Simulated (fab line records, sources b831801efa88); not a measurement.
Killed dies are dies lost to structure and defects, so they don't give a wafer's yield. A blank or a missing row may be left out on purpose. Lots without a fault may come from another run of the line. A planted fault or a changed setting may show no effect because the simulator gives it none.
Chamber matching | flow gf180mcu | GF_V4_CVD_00 on hdpcvd-02: 3 sister chambers
The step deposits SiO2, target thk 600 nm, time 100 s. 3 wafers are shown with their chamber, then 7 later ones without.

WAFERS WITH THEIR CHAMBER
wafer  | chamber | run_length_s (s)
L870.2 | 0       | 128.6
L878.2 | 1       | 127.3
L878.3 | 2       | 127.7

WAFERS WITHOUT THEIR CHAMBER
wafer  | run_length_s (s)
L878.4 | 127.2
L884.1 | 128.0
L884.3 | 128.1
L884.4 | 128.4
L886.1 | 128.5
L886.2 | 128.0
L886.4 | 127.8

WHICH CHAMBER EACH WENT THROUGH
wafer  | from the rows above          | in truth
L878.4 | can't be placed: 1 or 2      | 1
L884.1 | can't be placed: 2 or 0 or 1 | 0
L884.3 | can't be placed: 2 or 0 or 1 | 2
L884.4 | 0                            | 0
L886.1 | 0                            | 0
L886.2 | can't be placed: 2 or 0 or 1 | 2
L886.4 | can't be placed: 2 or 1      | 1
Placed correctly: 2 of 7. Can't be placed from these rows: 5 (the true chamber is among the candidates in 5). Placed wrongly: 0.
How it was worked out, from the rows above alone: a wafer's distance from a chamber is the root of the sum, over the readings, of the square of ((its reading less the chamber's mean) divided by the reading's scatter). The wafer belongs to the nearest chamber; if the next one is less than 2 further off, it can't be placed. A chamber's mean is the mean of its shown wafers. The scatter: with one shown wafer a chamber, the root of the mean of the squares of how far each hidden wafer lies from its nearest shown one.
